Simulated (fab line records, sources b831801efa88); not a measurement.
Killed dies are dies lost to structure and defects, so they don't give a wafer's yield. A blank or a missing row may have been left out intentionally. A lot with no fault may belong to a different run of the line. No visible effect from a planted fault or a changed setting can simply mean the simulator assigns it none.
Which tool did it?	flow gf180mcu	30 wafers from 10 lots sampled at 7 of the route's 602 steps

WHAT EACH GAUGE READ, for each wafer
GF_V3_RS_MEAS_24: a four-point-probe measurement. Usual: for V3_W_RS the level is 0.329 ohm/sq and the standard deviation is 0.0037.
lot	measured	on	V3_W_RS (ohm/sq)	flag
L225	day 23 06:05	filmMetro-02	0.329 0.329 0.332	
L227	day 23 19:28	filmMetro-02	0.328 0.329 0.330	
L226	day 24 01:16	filmMetro-02	0.331 0.332 0.329	
L230	day 25 02:13	filmMetro-02	0.331 0.334 0.329	
L235	day 26 14:38	filmMetro-03	0.404 0.409 0.403	OFF
L236	day 26 20:12	filmMetro-01	0.400 0.322 0.400	OFF
L241	day 28 11:11	filmMetro-01	0.330 0.332 0.329	
L244	day 29 02:44	filmMetro-02	0.326 0.328 0.328	
L245	day 29 10:34	filmMetro-03	0.334 0.333 0.333	
L246	day 29 17:59	filmMetro-02	0.329 0.331 0.330	

GF_V3_THK_MEAS_25: measures by xrf. Usual: for V3_W_THK the level is 361 nm and the standard deviation is 5.2.
lot	measured	on	V3_W_THK (nm)	flag
L225	day 23 06:13	filmMetro-02	365 364 364	
L227	day 23 19:34	filmMetro-02	367 367 365	
L226	day 24 01:21	filmMetro-02	359 357 363	
L230	day 25 02:20	filmMetro-02	359 357 361	
L235	day 26 14:44	filmMetro-03	293 290 295	OFF
L236	day 26 20:19	filmMetro-01	293 364 292	OFF
L241	day 28 11:17	filmMetro-01	357 353 359	
L244	day 29 02:49	filmMetro-02	367 365 365	
L245	day 29 10:40	filmMetro-03	357 355 355	
L246	day 29 18:07	filmMetro-02	363 362 362	

GF_M4_THK_MEAS_06: measures by xrf. Usual: for M4_ALCU_THK the level is 445 nm and the standard deviation is 5.8.
lot	measured	on	M4_ALCU_THK (nm)	flag
L225	day 23 06:55	filmMetro-02	453 449 450	
L227	day 23 20:16	filmMetro-02	449 448 456	
L226	day 24 02:03	filmMetro-02	445 441 442	
L230	day 25 03:02	filmMetro-02	449 444 448	
L235	day 26 15:26	filmMetro-02	447 450 448	
L236	day 26 21:01	filmMetro-02	443 447 447	
L241	day 28 11:59	filmMetro-01	441 439 443	
L244	day 29 03:31	filmMetro-04	456 454 455	
L245	day 29 11:22	filmMetro-02	447 443 449	
L246	day 29 18:49	filmMetro-01	439 439 436	

TOOL THAT RAN EACH LOT (tool first, then ch and the chambers of the sampled wafers, then the start)
lot	GF_V2_CVD_23	GF_V3_CVD_23	GF_V3_CMP_26	GF_M4_SPUTTER_03
L225	cvdW-02 ch 0,1, day 21 04:11	cvdW-02 ch 0,1, day 23 05:59	cmp-01 ch 0,2,3, day 23 06:16	pvdSputter-04, day 23 06:44
L227	cvdW-02 ch 1, day 21 18:59	cvdW-01 ch 0,1, day 23 19:20	cmp-01 ch 0,1, day 23 19:37	pvdSputter-03, day 23 20:05
L226	cvdW-02 ch 0,1, day 21 23:41	cvdW-01 ch 0,1, day 24 01:08	cmp-01 ch 1,2, day 24 01:23	pvdSputter-01, day 24 01:50
L230	cvdW-02 ch 0,1, day 23 02:33	cvdW-02 ch 0,1, day 25 02:07	cmp-02 ch 0,1,2, day 25 02:24	pvdSputter-01, day 25 02:52
L235	cvdW-01 ch 0,1, day 24 17:01	cvdW-01 ch 0, day 26 14:27	cmp-02 ch 0,2,3, day 26 14:53	pvdSputter-03, day 26 15:14
L236	cvdW-01 ch 0,1, day 24 23:01	cvdW-01 ch 0,1, day 26 20:05	cmp-02 ch 0,2, day 26 20:26	pvdSputter-03, day 26 20:50
L241	cvdW-02 ch 0,1, day 26 15:18	cvdW-02 ch 0,1, day 28 11:04	cmp-02 ch 2,3, day 28 11:22	pvdSputter-01, day 28 11:46
L244	cvdW-01 ch 0,1, day 27 07:21	cvdW-02 ch 0,1, day 29 02:36	cmp-01 ch 0,3, day 29 02:51	pvdSputter-03, day 29 03:19
L245	cvdW-02 ch 0, day 27 15:35	cvdW-02 ch 0, day 29 10:26	cmp-01 ch 2,3, day 29 10:43	pvdSputter-01, day 29 11:11
L246	cvdW-01 ch 0,1, day 28 00:17	cvdW-01 ch 0,1, day 29 17:53	cmp-02 ch 2,3, day 29 18:10	pvdSputter-04, day 29 18:38
- GF_V2_CVD_23: deposits W, target thk 350 nm, time 104.94 s.
- GF_V3_CVD_23: deposits W, target thk 350 nm, time 104.9 s.
- GF_V3_CMP_26: polishes, stops on SiO2, t overpolish 15 s, target thk 0 nm.
- GF_M4_SPUTTER_03: material Ti, target thk 10 nm, time 6.7 s.

WHAT THE TOOLS THEMSELVES READ (means of the sampled wafers that have a number; where no wafer has one, the mark that the record gives instead)
GF_V2_CVD_23. Usual: chamberPressureTorr 39.99 Torr, standard deviation 0.095; heaterPowerOuterW 565 W, standard deviation 28; heaterPowerW 920 W, standard deviation 84.
lot	tool	chamberPressureTorr (Torr)	heaterPowerOuterW (W)	heaterPowerW (W)	flag
L225	cvdW-02	39.92	581	942	
L227	cvdW-02	39.93	588	1000	
L226	cvdW-02	40.00	570	937	
L230	cvdW-02	39.97	570	935	
L235	cvdW-01	39.91	572	954	
L236	cvdW-01	40.09	570	949	
L241	cvdW-02	40.10	578	934	
L244	cvdW-01	39.98	573	944	
L245	cvdW-02	39.96	539	801	
L246	cvdW-01	40.00	562	934	

GF_V3_CVD_23. Usual: chamberPressureTorr 39.99 Torr, standard deviation 0.092; heaterPowerOuterW 565 W, standard deviation 27; heaterPowerW 924 W, standard deviation 80.
lot	tool	chamberPressureTorr (Torr)	heaterPowerOuterW (W)	heaterPowerW (W)	flag
L225	cvdW-02	39.99	576	941	
L227	cvdW-01	39.88	552	921	
L226	cvdW-01	39.94	553	926	
L230	cvdW-02	39.94	564	856	
L235	cvdW-01	39.94	543	909	
L236	cvdW-01	39.98	561	935	
L241	cvdW-02	40.02	567	937	
L244	cvdW-02	40.04	577	957	
L245	cvdW-02	39.96	540	801	
L246	cvdW-01	40.17	576	947	

GF_V3_CMP_26. Usual: motorCurrentA 11.6 A, standard deviation 1.6; platenRpm 60.00 rpm, standard deviation 0.041; slurryFilterDpKPa 13.48 kPa, standard deviation 0.14; timeToEndpointS 88 s, standard deviation 3.7.
lot	tool	motorCurrentA (A)	platenRpm (rpm)	slurryFilterDpKPa (kPa)	timeToEndpointS (s)	flag
L225	cmp-01	11.7	59.97	13.49	87	
L227	cmp-01	13.6	59.98	13.47	89	
L226	cmp-01	13.2	60.00	13.52	90	
L230	cmp-02	10.2	60.00	13.46	84	
L235	cmp-02	10.6	60.01	13.30	69	OFF
L236	cmp-02	9.6	59.98	13.63	80	
L241	cmp-02	11.4	59.98	13.45	86	
L244	cmp-01	11.8	59.97	13.41	92	
L245	cmp-01	12.0	59.99	13.48	88	
L246	cmp-02	11.1	60.02	13.30	88	

GF_M4_SPUTTER_03. Usual: throttleValvePct 29.9 %, standard deviation 0.83.
lot	tool	throttleValvePct (%)	flag
L225	pvdSputter-04	29.8	
L227	pvdSputter-03	30.4	
L226	pvdSputter-01	30.4	
L230	pvdSputter-01	30.3	
L235	pvdSputter-03	30.9	
L236	pvdSputter-03	29.7	
L241	pvdSputter-01	29.5	
L244	pvdSputter-03	29.7	
L245	pvdSputter-01	29.9	
L246	pvdSputter-04	29.1	

THE ANSWER, worked out from the rows above alone
Rule: lot off if the mean of its wafers having a number is beyond 3 standard deviations from the usual mean. Also off: a lot with no number at a reading for which 4 or more lots have one. Where the step has rows for the other lots, those lots are counted as sound. The gauges are gone through in route order, then the tools' own readings, and for those a lot's mean is taken as printed above. At the first step where some lot is off, the reading lying furthest off is the one used; lots without a number count as furthest.
Off: L235, L236, at GF_V3_RS_MEAS_24 (V3_W_RS).
A tool fits if, at a process step before that reading, it ran every lot that is off, and no sound lot after the first of them. The gauges at GF_V3_RS_MEAS_24 are tried like those tools. No candidate that was tried fits.

WHAT THE SIMULATOR HAD PUT IN
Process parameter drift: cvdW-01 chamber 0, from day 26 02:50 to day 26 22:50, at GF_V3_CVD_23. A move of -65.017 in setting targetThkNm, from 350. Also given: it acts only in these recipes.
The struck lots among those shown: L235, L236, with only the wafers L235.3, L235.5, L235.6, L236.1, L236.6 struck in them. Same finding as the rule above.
